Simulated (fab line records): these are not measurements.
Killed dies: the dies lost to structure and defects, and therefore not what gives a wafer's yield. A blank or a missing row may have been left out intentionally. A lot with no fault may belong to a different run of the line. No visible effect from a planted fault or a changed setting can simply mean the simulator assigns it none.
Which tool is to blame?    flow gf180mcu    Sampling: 11 lots, 33 wafers, 3 of 602 route steps

WHAT THE GAUGES READ, wafer by wafer
GF_TOP_METAL_CD_MEAS_14: the cd target is 440 nm.
lot   measured      on         cd-nm (nm)
L431  day 27 19:13  cd-sem-01  441.4 443.3 441.4
L433  day 29 06:50  cd-sem-01  438.8 440.4 438.9
L434  day 29 09:37  cd-sem-01  441.5 438.9 440.3
L435  day 29 20:35  cd-sem-01  444.7 443.7 442.0
L436  day 30 05:14  cd-sem-01  436.2 434.1 435.3
L437  day 30 13:14  cd-sem-02  441.8 438.7 441.1
L439  day 30 21:43  cd-sem-01  440.2 440.7 440.9
L440  day 30 22:37  cd-sem-02  442.7 440.2 441.5
L442  day 31 18:11  cd-sem-01  442.4 440.5 442.4
L447  day 33 13:20  cd-sem-01  287.4 437.8 286.7
L451  day 34 00:46  cd-sem-01  290.0 441.7 441.4

WHAT TOOL EACH LOT RAN ON (gives the tool, then ch and the chambers of the sampled wafers, and finally the start)
lot   GF_V5_ETCH_16                       GF_TOP_METAL_EXPOSE_11
L431  rie-diel-01 ch 2,3, day 26 21:17    iline-stepper-01 ch 0, day 27 09:01
L433  rie-diel-01 ch 0,1,3, day 28 10:56  iline-stepper-02 ch 0, day 28 21:55
L434  rie-diel-03 ch 1,2,3, day 28 13:17  iline-stepper-02 ch 0, day 29 00:01
L435  rie-diel-03 ch 1,2, day 28 23:56    iline-stepper-01 ch 0, day 29 11:33
L436  rie-diel-02 ch 0,2,3, day 29 08:44  iline-stepper-01 ch 0, day 29 19:59
L437  rie-diel-01 ch 0,1,3, day 29 16:50  iline-stepper-01 ch 0, day 30 03:53
L439  rie-diel-03 ch 1,3, day 30 01:50    iline-stepper-01 ch 0, day 30 12:55
L440  rie-diel-02 ch 0,1, day 30 02:35    iline-stepper-02 ch 0, day 30 13:57
L442  rie-diel-01 ch 1,3, day 31 01:59    iline-stepper-02 ch 0, day 31 12:19
L447  rie-diel-03 ch 1,2, day 32 12:25    iline-stepper-02 ch 0, day 33 07:00
L451  rie-diel-03 ch 0,2,3, day 33 04:40  iline-stepper-02 ch 0, day 33 16:30
- GF_V5_ETCH_16: etches BARC in N2/H2.
- GF_TOP_METAL_EXPOSE_11: exposes mask MetalTop, target cd 440 nm.

WHAT THE TOOLS THEMSELVES READ (means of the sampled wafers that have a number; where no wafer has one, the mark that the record gives instead)
GF_V5_ETCH_16.
lot   tool         drypump-motor-current-A (A)  oes-product-au (a.u.)  throttle-valve-pct (%)
L431  rie-diel-01  5.1                          0.852                  13.227
L433  rie-diel-01  5.9                          0.846                  13.228
L434  rie-diel-03  5.8                          0.853                  13.230
L435  rie-diel-03  6.0                          0.857                  13.227
L436  rie-diel-02  5.5                          0.854                  13.227
L437  rie-diel-01  5.8                          0.851                  13.223
L439  rie-diel-03  6.2                          0.853                  13.230
L440  rie-diel-02  5.9                          0.851                  13.225
L442  rie-diel-01  5.3                          0.858                  13.231
L447  rie-diel-03  6.0                          0.856                  13.222
L451  rie-diel-03  5.4                          0.854                  13.232

GF_TOP_METAL_EXPOSE_11.
lot   tool              stage-vel-mm-s (mm/s)
L431  iline-stepper-01  500.33
L433  iline-stepper-02  499.82
L434  iline-stepper-02  499.96
L435  iline-stepper-01  500.09
L436  iline-stepper-01  500.09
L437  iline-stepper-01  499.89
L439  iline-stepper-01  499.97
L440  iline-stepper-02  500.42
L442  iline-stepper-02  500.11
L447  iline-stepper-02  500.25
L451  iline-stepper-02  499.86

THE ANSWER, worked out from the rows above alone
Rule: the lots themselves supply what counts as usual. Put in order of their means at a reading, lots are off if they are a third of the lots or fewer, leave a main group of 4 or more, and stand apart from it by a gap of 3 or more times the standard deviation of the main group's means; of several such gaps the widest counts. If all means in a main group match to the digits the tables above print for the reading, that group is not used. Also off: a lot with no number at a reading for which 4 or more lots have one. Where the step has rows for the other lots, those lots are counted as sound. The gauges are gone through in route order, then the tools' own readings, and for those a lot's mean is taken as printed above. The first step at which some lot is off is used, and at that step the reading that is off furthest; a lot without a number counts as furthest.
Off: L447, L451 (GF_TOP_METAL_CD_MEAS_14, cd-nm). The main group: mean 440.5 nm, standard deviation 2.2.
If a tool, at a process step before that reading, ran all the lots that are off and no sound lot after the first of them, it fits. The gauges at GF_TOP_METAL_CD_MEAS_14 are tried like those tools. Can't be told from this: 3 tools fit, rie-diel-03 at GF_V5_ETCH_16, iline-stepper-02 at GF_TOP_METAL_EXPOSE_11, cd-sem-01 at GF_TOP_METAL_CD_MEAS_14.

WHAT THE SIMULATOR HAD INSERTED
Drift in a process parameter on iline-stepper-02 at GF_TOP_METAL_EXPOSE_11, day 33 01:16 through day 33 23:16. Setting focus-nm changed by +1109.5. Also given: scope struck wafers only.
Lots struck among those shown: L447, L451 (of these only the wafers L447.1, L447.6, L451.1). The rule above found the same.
